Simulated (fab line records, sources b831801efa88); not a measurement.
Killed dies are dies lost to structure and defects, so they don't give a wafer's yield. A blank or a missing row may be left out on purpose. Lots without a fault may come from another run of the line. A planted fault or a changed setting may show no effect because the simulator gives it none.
A struck lot beside a sound one | flow gf180mcu | 26 steps out of a route of 602
Sound: wafers L334.3, L334.5, L334.6. Struck: wafer L342.3. (L342.2, L342.5 of the same lot were not struck and are left out.) The cause comes at the end.
At each step with rows: each side's tool, then ch and its chambers, then its first start. Under that, the readings that differ: sound wafers | struck wafers | difference of the means | sigmas: that difference in standard deviations of wafers without a fault.
alike: readings whose means differ by less than 2 such deviations, and words and numbers that are the same on both sides. not compared: withheld readings, readings that some wafer has no value for, bounds like >300 that may hide the same value, and numbers for which the record gives no deviation and whose values overlap.
The two part at a step that has a row with sigmas, a row that says differs or no value, or rows on one side only. Numbers that don't overlap but have no deviation are shown without sigmas and don't part them. A reading that every wafer of one side lacks parts them only if that side has two wafers or more.

first, 5 steps without rows for these wafers: GF_HV_LDD_COAT_14 (resist thk 1000 nm); GF_HV_LDD_SOFTBAKE_15 (time 60 s); GF_HV_LDD_EXPOSE_16 (exposes mask Pplus LV AREA, target cd 400 nm); GF_HV_LDD_PEB_17; GF_HV_LDD_DEVELOP_18 (develop time 60 s).
GF_HV_LDD_CD_MEAS_19: target cd 400 nm.
  sound on cd_sem-02, day 12 15:56; struck on cd_sem-02, day 15 10:13
  alike: cd_nm
GF_HV_LDD_OVL_MEAS_20:
  sound on overlay-02, day 12 16:02; struck on overlay-02, day 15 10:19
  reading            | sound        | struck | difference | sigmas
  HV_LDD_01_OVL (nm) | 1.6 0.3 -0.6 | -2.4   | -2.8       | -2
then, 1 step without rows for these wafers: GF_HV_LDD_IMPLANT_21.
GF_HV_LDD_STRIP_22: strips in O2/N2.
  sound on plasma_asher-01 ch 0,1, day 12 16:14; struck on plasma_asher-03 ch 0, day 15 10:30
  alike: drypump_motor_current_A, heater_power_w, oes_product_au, strip_time_to_endpoint_s
  not compared: rf_hours_counter_h
GF_HV_LDD_TW_MEAS_23:
  sound on film_metro-02, day 12 16:19; struck on film_metro-02, day 15 10:37
  alike: HV_LDD_2_TW
then, 2 steps without rows for these wafers: GF_HV_LDD_DEHYDRATE_24 (time 60 s); GF_HV_LDD_HMDS_25 (prime time 60 s).
GF_HV_LDD_COAT_26: resist thk 1000 nm.
  sound on litho_track-02 ch 0, day 13 02:09; struck on litho_track-03 ch 0, day 15 21:09
  reading                                     | sound         | struck | difference | sigmas
  model.NOVOLAK_of_HV_LDD_COAT_26.thk_nm (nm) | 995 998 997.1 | 975    | -22        |
then, 3 steps without rows for these wafers: GF_HV_LDD_SOFTBAKE_27 (time 60 s); GF_HV_LDD_EXPOSE_28 (exposes mask Nplus HV AREA, target cd 400 nm); GF_HV_LDD_PEB_29.
GF_HV_LDD_DEVELOP_30: develop time 60 s.
  sound on litho_track-03 ch 0, day 13 11:11; struck on litho_track-02 ch 0, day 16 08:07
  reading                                     | sound             | struck | difference | sigmas
  model.NOVOLAK_of_HV_LDD_COAT_26.thk_nm (nm) | 994.6 997.6 996.7 | 974.6  | -21.7      |
GF_HV_LDD_CD_MEAS_31: target cd 400 nm.
  sound on cd_sem-01, day 13 11:19; struck on cd_sem-01, day 16 08:16
  alike: cd_nm
GF_HV_LDD_OVL_MEAS_32:
  sound on overlay-01, day 13 11:25; struck on overlay-02, day 16 08:22
  alike: HV_LDD_02_OVL
then, 4 steps without rows for these wafers: GF_HV_LDD_IMPLANT_33; GF_HV_LDD_IMPLANT_34; GF_HV_LDD_IMPLANT_35; GF_HV_LDD_IMPLANT_36.
GF_HV_LDD_STRIP_37: strips in O2/N2.
  sound on plasma_asher-03 ch 0,1, day 13 12:04; struck on plasma_asher-04 ch 0, day 16 09:00
  reading                      | sound             | struck | difference | sigmas
  oes_product_au (a.u.)        | 0.718 0.715 0.727 | 0.710  | -0.010     | -2
  strip_time_to_endpoint_s (s) | 12.58 12.60 12.59 | 12.35  | -0.24      | -6
  alike: drypump_motor_current_A, heater_power_w
  not compared: rf_hours_counter_h
GF_HV_LDD_TW_MEAS_38:
  sound on film_metro-04, day 13 12:09; struck on film_metro-04, day 16 09:07
  alike: HV_LDD_3_TW
GF_PASSIVATION_PROBE_99:
  the record has rows for the sound wafers here (prober-01, day 30 19:59) and none for the struck ones

WHERE THEY PART
First at GF_HV_LDD_OVL_MEAS_20; last, within this record, at GF_PASSIVATION_PROBE_99.

WHY: what the simulator had put in
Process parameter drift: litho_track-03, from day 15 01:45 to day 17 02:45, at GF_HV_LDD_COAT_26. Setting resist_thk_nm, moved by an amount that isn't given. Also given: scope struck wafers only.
